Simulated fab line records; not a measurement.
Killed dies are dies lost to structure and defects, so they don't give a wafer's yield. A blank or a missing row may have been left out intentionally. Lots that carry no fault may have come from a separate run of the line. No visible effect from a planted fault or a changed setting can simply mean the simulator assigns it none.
fab line records -- flow gf180mcu
record: lots: 6, wafers: 18, last_day: 34
route steps=602 shown NSD@245 PSD@248 SAB@264
lots with no fault: from the same line, run without faults
start_h: the number of hours between the record's first day and the start of the first shown wafer of the lot -- wait_h: hours since the lot's step before -- " same as the row above -- L1.1+2: a single row standing in for several wafers -- - either no value or no given start -- * or withheld: withheld -- < > ~ a bound
route shown NAME@n: a module of which the file shows steps, and the number in the route of the first -- usual: mean/standard deviation of fault-free wafers -- same: alike in all rows -- chamber/n: place in a boat -- sites: readings site by site -- _std_site: the standard deviation of these -- _edge_site: the outer-site mean with the inner-site mean subtracted -- radius_mm: how far each site lies from the wafer's centre -- mask NAME#n: copy n -- behind: the tool/chamber that last shaped the wafer -- hold: what put the lot on hold/how long, in hours/how the hold closed -- device: the n, p or np transistor that did not switch -- end of line: the same wafers' tests at the end of the route -- for a step that has no rows: nothing shown but its recipe -- killed: not the wafer's yield, but the dies lost to structure and defects at the first sort -- map: per-die view of a wafer (x killed, . not killed, _ where there is no die)
set.NAME: the setting as run; set.NAME@STEP: as run at that earlier step -- model.NAME: the simulator's own value behind a step, which no gauge read
lots seen at some steps along the route; tables by step, rows by wafer
services: from which hour (start_h, from the record's first day; less than 0 if before it) a tool's chamber was out of use, for how many hours, and why
== steps ==
step: GF_NSD_IMPLANT_10
recipe: species: P, energy_kev: 40, dose_cm2: 5e+14, tilt_deg: 7
step: GF_NSD_STRIP_11
recipe: chemistry: O2/N2, power_w: 1400, pressure_mtorr: 1500, platen_temp_c: 250, o2_flow_sccm: 3000, n2_flow_sccm: 300, overash_fraction: 0.5
usual: drypump_motor_current_A: 5.7/0.55, heater_power_w: 329/22, oes_product_au: 0.487/0.004, strip_time_to_endpoint_s: 22.94/0.037
same: overash_fraction: 0.5
lot.wafer,tool,chamber,start_h,wait_h,drypump_motor_current_A,heater_power_w,oes_product_au,rf_hours_counter_h,strip_time_to_endpoint_s
L599.2,plasma_asher-01,0,320.78,0.1,5.8,332,0.490,66,22.95
L599.4,plasma_asher-01,0,320.78,0.1,5.8,344,0.485,-,22.99
L599.5,plasma_asher-01,0,320.78,0.1,5.8,337,0.491,-,22.97
L603.2,plasma_asher-03,0,353.42,0.1,5.1,349,0.488,58,23.01
L603.5,plasma_asher-03,0,353.42,0.1,5.1,344,0.486,-,23.03
L603.6,plasma_asher-03,1,353.42,0.1,6.0,323,0.491,-,22.98
L604.2,plasma_asher-01,1,364.57,0.1,5.2,348,0.491,71,22.96
L604.4,plasma_asher-01,0,364.57,0.1,5.8,341,0.481,-,22.96
L604.6,plasma_asher-01,1,364.57,0.1,5.2,353,0.484,-,22.94
L607.1,plasma_asher-04,1,387.35,0.1,5.5,294,0.488,75,22.97
L607.3,plasma_asher-04,0,387.35,0.1,6.7,311,0.490,-,22.96
L607.5,plasma_asher-04,1,387.35,0.1,5.5,301,0.492,-,22.96
L616.1,plasma_asher-04,0,466.37,0.1,6.7,315,0.483,83,22.91
L616.3,plasma_asher-04,0,466.37,0.1,6.7,310,0.491,-,22.89
L616.5,plasma_asher-04,0,466.37,0.1,6.7,304,0.484,-,22.92
L618.3,plasma_asher-03,1,473.49,0.1,6.0,327,0.490,-,22.87
L618.4,plasma_asher-03,0,473.49,0.1,5.1,352,0.485,-,22.97
L618.5,plasma_asher-03,1,473.49,0.1,6.0,334,0.488,-,22.94
step: GF_NSD_TW_MEAS_12
usual: NSD_TW: 4249/48
lot.wafer,tool,chamber,start_h,wait_h,NSD_TW
L599.2,film_metro-02,-,320.89,0.1,4267
L599.4,film_metro-02,-,320.89,0.1,4282
L599.5,film_metro-02,-,320.89,0.1,4285
L603.2,film_metro-02,-,353.53,0.1,4209
L603.5,film_metro-02,-,353.53,0.1,4229
L603.6,film_metro-02,-,353.53,0.1,4250
L604.2,film_metro-01,-,364.68,0.1,4214
L604.4,film_metro-01,-,364.68,0.1,4219
L604.6,film_metro-01,-,364.68,0.1,4213
L607.1,film_metro-04,-,387.45,0.1,4258
L607.3,film_metro-04,-,387.45,0.1,4280
L607.5,film_metro-04,-,387.45,0.1,4317
L616.1,film_metro-02,-,466.47,0.1,4262
L616.3,film_metro-02,-,466.47,0.1,4280
L616.5,film_metro-02,-,466.47,0.1,4301
L618.3,film_metro-02,-,473.57,0.1,4307
L618.4,film_metro-02,-,473.57,0.1,4300
L618.5,film_metro-02,-,473.57,0.1,4290
step: GF_PSD_DEHYDRATE_00
recipe: temp_c: 200, time_s: 60
step: GF_PSD_HMDS_01
recipe: prime_time_s: 60, prime_temp_c: 120
step: GF_PSD_COAT_02
recipe: resist: NOVOLAK, spin_rpm: 3000, resist_thk_nm: 1000
step: GF_PSD_SOFTBAKE_03
recipe: temp_c: 90, time_s: 60, resist: NOVOLAK
step: GF_PSD_EXPOSE_04
recipe: mask_id: Pplus, target_cd_nm: 400, na: 0.6, source_shape: conventional, sigma_outer: 0.6, dose_mj: 140
step: GF_PSD_PEB_05
recipe: temp_c: withheld, time_s: *, resist: NOVOLAK
step: GF_PSD_DEVELOP_06
recipe: develop_time_s: 60, dev_temp_c: 23
step: GF_PSD_CD_MEAS_07
recipe: target_cd_nm: 400
usual: cd_nm: 400.0/2.3
lot.wafer,tool,chamber,start_h,wait_h,cd_nm
L599.2,cd_sem-02,-,342.07,0.1,400.0
L599.4,cd_sem-02,-,342.07,0.1,400.5
L599.5,cd_sem-02,-,342.07,0.1,399.3
L603.2,cd_sem-01,-,375.59,0.1,398.3
L603.5,cd_sem-01,-,375.59,0.1,399.0
L603.6,cd_sem-01,-,375.59,0.1,398.5
L604.2,cd_sem-02,-,386.17,0.1,399.6
L604.4,cd_sem-02,-,386.17,0.1,398.9
L604.6,cd_sem-02,-,386.17,0.1,399.8
L607.1,cd_sem-02,-,410.30,0.1,401.3
L607.3,cd_sem-02,-,410.30,0.1,402.4
L607.5,cd_sem-02,-,410.30,0.1,399.5
L616.1,cd_sem-02,-,489.55,0.1,398.4
L616.3,cd_sem-02,-,489.55,0.1,400.4
L616.5,cd_sem-02,-,489.55,0.1,399.3
L618.3,cd_sem-01,-,497.50,0.1,399.3
L618.4,cd_sem-01,-,497.50,0.1,401.3
L618.5,cd_sem-01,-,497.50,0.1,400.3
step: GF_PSD_OVL_MEAS_08
usual: PSD_OVL: 0.2/1.4
lot.wafer,tool,chamber,start_h,wait_h,PSD_OVL[nm]
L599.2,overlay-01,-,342.17,0.1,1.9
L599.4,overlay-01,-,342.17,0.1,4.5
L599.5,overlay-01,-,342.17,0.1,4.3
L603.2,overlay-01,-,375.69,0.1,0.1
L603.5,overlay-01,-,375.69,0.1,1.3
L603.6,overlay-01,-,375.69,0.1,-1.9
L604.2,overlay-01,-,386.28,0.1,-0.1
L604.4,overlay-01,-,386.28,0.1,0.4
L604.6,overlay-01,-,386.28,0.1,-0.3
L607.1,overlay-02,-,410.42,0.1,2.2
L607.3,overlay-02,-,410.42,0.1,-0.2
L607.5,overlay-02,-,410.42,0.1,1.3
L616.1,overlay-01,-,489.67,0.1,0.8
L616.3,overlay-01,-,489.67,0.1,-0.1
L616.5,overlay-01,-,489.67,0.1,1.6
L618.3,overlay-01,-,497.60,0.1,-1.1
L618.4,overlay-01,-,497.60,0.1,-0.1
L618.5,overlay-01,-,497.60,0.1,-0.6
step: GF_PSD_IMPLANT_09
recipe: species: BF2, energy_kev: 40, dose_cm2: 1.5e+15, tilt_deg: 7
usual: beam_energy_keV: 39.998/0.012
lot.wafer,tool,chamber,start_h,wait_h,beam_energy_keV,model.implant.rp_nm,model.implant.drp_nm
L599.2,implanter-01,0,342.23,0.0,39.985,30.94,15.87
L599.4,implanter-01,0,342.23,0.0,39.982,30.94,15.87
L599.5,implanter-01,0,342.23,0.0,39.980,30.94,15.87
L603.2,implanter-04,0,375.75,0.0,31.496,24.84,13.42
L603.5,implanter-04,0,375.75,0.0,31.496,24.84,13.42
L603.6,implanter-04,0,375.75,0.0,31.507,24.84,13.42
L604.2,implanter-04,0,386.33,0.0,31.492,25.82,13.42
L604.4,implanter-04,0,386.33,0.0,31.490,25.82,13.42
L604.6,implanter-04,0,386.33,0.0,31.488,25.82,13.42
L607.1,implanter-01,0,410.45,0.0,40.000,29.59,15.87
L607.3,implanter-01,0,410.45,0.0,39.992,29.59,15.87
L607.5,implanter-01,0,410.45,0.0,39.996,29.59,15.87
L616.1,implanter-04,0,489.70,0.0,39.986,29.76,15.87
L616.3,implanter-04,0,489.70,0.0,40.012,29.76,15.87
L616.5,implanter-04,0,489.70,0.0,39.988,29.76,15.87
L618.3,implanter-02,0,497.67,0.1,39.994,29.65,15.87
L618.4,implanter-02,0,497.67,0.1,39.970,29.65,15.87
L618.5,implanter-02,0,497.67,0.1,39.990,29.65,15.87
step: GF_PSD_STRIP_10
recipe: chemistry: O2/N2, power_w: 1400, pressure_mtorr: 1500, platen_temp_c: 250, o2_flow_sccm: 3000, n2_flow_sccm: 300, overash_fraction: 0.5
usual: drypump_motor_current_A: 5.8/0.45, heater_power_w: 307/23, oes_product_au: 0.592/0.0045, strip_time_to_endpoint_s: 16.54/0.04
same: overash_fraction: 0.5
lot.wafer,tool,chamber,start_h,wait_h,drypump_motor_current_A,heater_power_w,oes_product_au,rf_hours_counter_h,strip_time_to_endpoint_s
L599.2,plasma_asher-01,1,342.35,0.1,5.2,346,0.588,68,16.43
L599.4,plasma_asher-01,1,342.35,0.1,5.2,349,0.583,-,16.47
L599.5,plasma_asher-01,0,342.35,0.1,5.8,335,0.585,-,16.49
L603.2,plasma_asher-02,1,375.87,0.1,5.7,293,0.616,26,15.69
L603.5,plasma_asher-02,0,375.87,0.1,5.9,293,0.617,-,15.72
L603.6,plasma_asher-02,1,375.87,0.1,5.7,281,0.609,-,15.73
L604.2,plasma_asher-01,0,386.46,0.1,5.8,347,0.614,73,15.70
L604.4,plasma_asher-01,1,386.46,0.1,5.2,352,0.611,-,15.73
L604.6,plasma_asher-01,0,386.46,0.1,5.8,338,0.608,-,15.72
L607.1,plasma_asher-04,1,410.60,0.1,5.5,305,0.592,77,16.56
L607.3,plasma_asher-04,0,410.60,0.1,6.7,308,0.591,-,16.58
L607.5,plasma_asher-04,0,410.60,0.1,6.7,310,0.588,-,16.56
L616.1,plasma_asher-04,0,489.85,0.1,6.7,308,0.594,86,16.56
L616.3,plasma_asher-04,0,489.85,0.1,6.7,303,0.590,-,16.58
L616.5,plasma_asher-04,1,489.85,0.1,5.5,295,0.591,-,16.55
L618.3,plasma_asher-04,0,497.80,0.1,6.7,305,0.593,-,16.50
L618.4,plasma_asher-04,1,497.80,0.1,5.5,299,0.594,-,16.48
L618.5,plasma_asher-04,1,497.80,0.1,5.5,298,0.593,-,16.55
step: GF_PSD_TW_MEAS_11
usual: PSD_TW: 3160/36
lot.wafer,tool,chamber,start_h,wait_h,hold,PSD_TW
L599.2,film_metro-02,-,342.46,0.1,-,3175
L599.4,film_metro-02,-,342.46,0.1,-,3151
L599.5,film_metro-02,-,342.46,0.1,-,3185
L603.2,film_metro-01,-,375.98,0.1,await_dispo/0.2h/release,2960
L603.5,film_metro-01,-,375.98,0.1,await_dispo/0.2h/release,2958
L603.6,film_metro-01,-,375.98,0.1,await_dispo/0.2h/release,2971
L603.2,film_metro-01,-,376.21,0.2,-,2960
L603.5,film_metro-01,-,376.21,0.2,-,2966
L603.6,film_metro-01,-,376.21,0.2,-,2963
L604.2,film_metro-01,-,386.57,0.1,await_dispo/0.2h/release,2943
L604.4,film_metro-01,-,386.57,0.1,await_dispo/0.2h/release,2931
L604.6,film_metro-01,-,386.57,0.1,await_dispo/0.2h/release,2942
L604.2,film_metro-01,-,386.88,0.3,-,2929
L604.4,film_metro-01,-,386.88,0.3,-,2944
L604.6,film_metro-01,-,386.88,0.3,-,2943
L607.1,film_metro-01,-,410.70,0.1,-,3134
L607.3,film_metro-01,-,410.70,0.1,-,3116
L607.5,film_metro-01,-,410.70,0.1,-,3130
L616.1,film_metro-01,-,489.95,0.1,-,3136
L616.3,film_metro-01,-,489.95,0.1,-,3119
L616.5,film_metro-01,-,489.95,0.1,-,3117
L618.3,film_metro-04,-,497.89,0.1,-,3194
L618.4,film_metro-04,-,497.89,0.1,-,3184
L618.5,film_metro-04,-,497.89,0.1,-,3191
step: GF_PSD_RTA_13
recipe: temp_c: 1025, time_s: 20, ambient: N2
usual: lamp_power_pct: 34.5/2.7, wafer_temp_C_max: 1031.0/1.4
lot.wafer,tool,chamber,start_h,wait_h,lamp_power_pct,wafer_temp_C_max
L599.2,rtp_anneal-01,0,342.58,0.0,31.6,1031.1
L599.4,rtp_anneal-01,0,342.58,0.0,31.6,1031.8
L599.5,rtp_anneal-01,0,342.58,0.0,31.6,1032.9
L603.2,rtp_anneal-01,0,381.27,0.0,31.6,1030.8
L603.5,rtp_anneal-01,0,381.27,0.0,31.6,1032.7
L603.6,rtp_anneal-01,0,381.27,0.0,31.6,1031.8
L604.2,rtp_anneal-02,0,392.74,0.0,36.9,1030.3
L604.4,rtp_anneal-02,0,392.74,0.0,37.0,1031.5
L604.6,rtp_anneal-02,0,392.74,0.0,37.0,1031.1
L607.1,rtp_anneal-01,0,410.81,0.0,31.6,1031.9
L607.3,rtp_anneal-01,0,410.81,0.0,31.6,1031.4
L607.5,rtp_anneal-01,0,410.81,0.0,31.5,1032.2
L616.1,rtp_anneal-01,0,490.07,0.0,31.6,1031.6
L616.3,rtp_anneal-01,0,490.07,0.0,31.6,1031.3
L616.5,rtp_anneal-01,0,490.07,0.0,31.6,1032.0
L618.3,rtp_anneal-01,0,498.01,0.0,31.6,1031.9
L618.4,rtp_anneal-01,0,498.01,0.0,31.6,1030.2
L618.5,rtp_anneal-01,0,498.01,0.0,31.6,1031.0
step: GF_PSD_RS_MEAS_14
recipe: thk_meas_gauge: four-point-probe
usual: NSD_RS: 46.11/0.088
lot.wafer,tool,chamber,start_h,wait_h,NSD_RS[ohm/sq]
L599.2,film_metro-01,-,342.67,0.1,46.22
L599.4,film_metro-01,-,342.67,0.1,46.13
L599.5,film_metro-01,-,342.67,0.1,46.19
L603.2,film_metro-02,-,381.36,0.1,46.21
L603.5,film_metro-02,-,381.36,0.1,46.00
L603.6,film_metro-02,-,381.36,0.1,46.18
L604.2,film_metro-01,-,392.83,0.1,46.25
L604.4,film_metro-01,-,392.83,0.1,46.27
L604.6,film_metro-01,-,392.83,0.1,46.25
L607.1,film_metro-04,-,410.90,0.1,46.17
L607.3,film_metro-04,-,410.90,0.1,46.21
L607.5,film_metro-04,-,410.90,0.1,46.23
L616.1,film_metro-02,-,490.15,0.1,46.02
L616.3,film_metro-02,-,490.15,0.1,46.11
L616.5,film_metro-02,-,490.15,0.1,46.09
L618.3,film_metro-02,-,498.10,0.1,46.16
L618.4,film_metro-02,-,498.10,0.1,46.06
L618.5,film_metro-02,-,498.10,0.1,46.17
step: GF_PSD_RS_MEAS_15
recipe: thk_meas_gauge: four-point-probe
usual: PSD_RS: 108.45/0.29
lot.wafer,tool,chamber,start_h,wait_h,hold,PSD_RS[ohm/sq]
L599.2,film_metro-01,-,342.79,0.1,-,108.62
L599.4,film_metro-01,-,342.79,0.1,-,108.39
L599.5,film_metro-01,-,342.79,0.1,-,108.67
L603.2,film_metro-02,-,381.65,0.3,await_dispo/0.2h/release,121.37
L603.5,film_metro-02,-,381.65,0.3,await_dispo/0.2h/release,120.99
L603.6,film_metro-02,-,381.65,0.3,await_dispo/0.2h/release,121.22
L603.2,film_metro-02,-,381.94,0.3,-,121.16
L603.5,film_metro-02,-,381.94,0.3,-,121.02
L603.6,film_metro-02,-,381.94,0.3,-,121.34
L604.2,film_metro-01,-,392.95,0.1,await_dispo/0.2h/release,121.94
L604.4,film_metro-01,-,392.95,0.1,await_dispo/0.2h/release,121.86
L604.6,film_metro-01,-,392.95,0.1,await_dispo/0.2h/release,121.35
L604.2,film_metro-01,-,393.34,0.4,-,121.87
L604.4,film_metro-01,-,393.34,0.4,-,122.08
L604.6,film_metro-01,-,393.34,0.4,-,121.64
L607.1,film_metro-04,-,411.02,0.1,-,108.57
L607.3,film_metro-04,-,411.02,0.1,-,108.89
L607.5,film_metro-04,-,411.02,0.1,-,108.32
L616.1,film_metro-02,-,490.27,0.1,-,108.21
L616.3,film_metro-02,-,490.27,0.1,-,108.12
L616.5,film_metro-02,-,490.27,0.1,-,108.35
L618.3,film_metro-02,-,498.22,0.1,-,108.74
L618.4,film_metro-02,-,498.22,0.1,-,108.62
L618.5,film_metro-02,-,498.22,0.1,-,108.51
step: GF_SAB_CVD_00
recipe: material: SiO2, target_thk_nm: 50, precursor: TEOS, temp_c: 400, time_s: 4.9302, rf_w: 600
usual: heater_power_w: 685/92
lot.wafer,tool,chamber,start_h,wait_h,hold,heater_power_w
L599.2,pecvd-03,2,342.89,0.1,-,728
L599.4,pecvd-03,2,342.89,0.1,-,723
L599.5,pecvd-03,1,342.89,0.1,-,614
L603.2,pecvd-03,1,384.14,2.2,await_dispo/2.1h/release,678
L603.5,pecvd-03,2,384.14,2.2,await_dispo/2.1h/release,812
L603.6,pecvd-03,1,384.14,2.2,await_dispo/2.1h/release,665
L607.1,pecvd-01,1,411.14,0.1,-,689
L607.3,pecvd-01,0,411.14,0.1,-,439
L607.5,pecvd-01,0,411.14,0.1,-,422
L616.1,pecvd-01,0,490.39,0.1,-,418
L616.3,pecvd-01,1,490.39,0.1,-,742
L616.5,pecvd-01,1,490.39,0.1,-,734
L618.3,pecvd-04,0,498.30,0.1,-,633
L618.4,pecvd-04,1,498.30,0.1,-,691
L618.5,pecvd-04,2,498.30,0.1,-,761
== services ==
tool,chamber,start_h,hours,kind
pecvd-04,-,299.20,1.4,repair
pecvd-03,-,301.80,4.3,pm
plasma_asher-02,-,310.29,0.9,repair
pecvd-03,0,310.31,8.7,repair
implanter-02,-,318.42,3.3,repair
implanter-02,-,328.80,7.4,pm
pecvd-01,-,329.59,0.7,repair
implanter-01,-,335.93,1.6,repair
implanter-02,-,343.90,2.7,repair
rtp_anneal-01,-,355.82,4.3,pm
implanter-04,-,356.95,2.4,pm
pecvd-04,-,368.88,14.0,pm
rtp_anneal-02,-,375.91,1.5,repair
pecvd-01,0,390.50,5.9,repair
implanter-02,-,399.12,1.8,repair
implanter-04,-,407.44,3.8,repair
plasma_asher-01,-,408.98,2.8,pm
implanter-04,-,409.63,3.1,repair
implanter-02,-,416.69,2.6,repair
plasma_asher-01,-,421.25,9.0,pm
plasma_asher-04,-,425.19,2.9,repair
implanter-01,-,441.50,3.2,pm
implanter-01,-,475.55,3.9,repair
plasma_asher-01,-,478.67,28.1,pm
== key ==
first_sign: step: GF_PSD_IMPLANT_09, reading: beam_energy_keV, direction: down, sigmas: 99+, usual: 39.998, struck: 31.495
effect: step: GF_PSD_STRIP_10, reading: strip_time_to_endpoint_s, direction: down, sigmas: 21, usual: *, struck: *
effect: step: GF_PSD_TW_MEAS_11, reading: visit, direction: added
effect: step: GF_PSD_TW_MEAS_11, reading: PSD_TW, direction: down, sigmas: 5.9, usual: 3160, struck: 2951
effect: step: GF_PSD_RS_MEAS_15, reading: visit, direction: added
effect: step: GF_PSD_RS_MEAS_15, reading: PSD_RS, direction: up, sigmas: 45, usual: 108.45, struck: 121.45
model_effect: step: GF_PSD_IMPLANT_09, value: implant.rp_nm, without: 30.83, struck: 25.33
met_at GF_PSD_IMPLANT_09
struck_wafers L603.2,L603.5,L603.6,L604.2,L604.4,L604.6
scrapped_behind GF_PSD_RS_MEAS_15 L604.2,L604.4,L604.6
rows_end L603.5
sort_left_out L603.2,L603.6
tester_left_out L603
fault: kind: process_parameter_drift, tool: implanter-04, chamber: -, onset_h: 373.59, steps: GF_PSD_IMPLANT_09, channel: energy_kev, offset: -8.5007, shape: step, end_h: 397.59, acts_in: these_recipes_only, stated: 40
tester_left_out: of these lots the tester's yield and bins aren't shown, on N5 and GAA mostly nor the transistor test; their killed dies are dies lost to structure and defects alone, not to doping, threshold or leakage, so they don't give the yield
sort_left_out: the simulated sort isn't trusted on such a fault, so these wafers' sort isn't shown, and their yield isn't known
rows_end: these wafers met a further fault down the route, and their rows from its step on are left out
